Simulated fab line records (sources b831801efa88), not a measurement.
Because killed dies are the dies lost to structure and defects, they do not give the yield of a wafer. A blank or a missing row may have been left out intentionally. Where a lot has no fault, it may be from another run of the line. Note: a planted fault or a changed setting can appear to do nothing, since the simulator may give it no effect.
Which tool did it? -- flow sky130 -- 6 lots (18 wafers sampled), 1 step of a 708-step route

WHAT THE GAUGES SHOWED, per wafer
SKY_SONOS_ONO_CD_MEAS_13 targets a cd of 410 nm.
lot,measured,on,cdNm (nm)
L403,day 15 04:39,cdSem-01,409.8 407.8 408.4
L406,day 15 22:31,cdSem-02,410.0 409.4 408.0
L410,day 17 07:49,cdSem-01,406.1 407.0 405.8
L414,day 18 16:40,cdSem-02,411.3 409.9 413.0
L416,day 19 10:18,cdSem-01,408.2 407.5 408.8
L420,day 20 18:07,cdSem-02,409.9 410.9 409.3

EACH LOT AND THE TOOL THAT RAN IT (in order: tool; ch and the chambers of the sampled wafers; start)
The record shows no process step preceding these readings.

THE ANSWER, worked out from the rows above alone
Rule: the lots themselves supply what counts as usual. Put in order of their means at a reading, lots are off if they are a third of the lots or fewer, leave a main group of 4 or more, and stand apart from it by a gap of 3 or more times the standard deviation of the main group's means; of several such gaps the widest counts. If all means in a main group match to the digits the tables above print for the reading, that group is not used. Also off: a lot with no number at a reading for which 4 or more lots have one. The other lots that the step has rows for count as sound.
No lot is off at any reading shown: from this, nothing can be told.

WHAT HAD BEEN PUT IN BY THE SIMULATOR
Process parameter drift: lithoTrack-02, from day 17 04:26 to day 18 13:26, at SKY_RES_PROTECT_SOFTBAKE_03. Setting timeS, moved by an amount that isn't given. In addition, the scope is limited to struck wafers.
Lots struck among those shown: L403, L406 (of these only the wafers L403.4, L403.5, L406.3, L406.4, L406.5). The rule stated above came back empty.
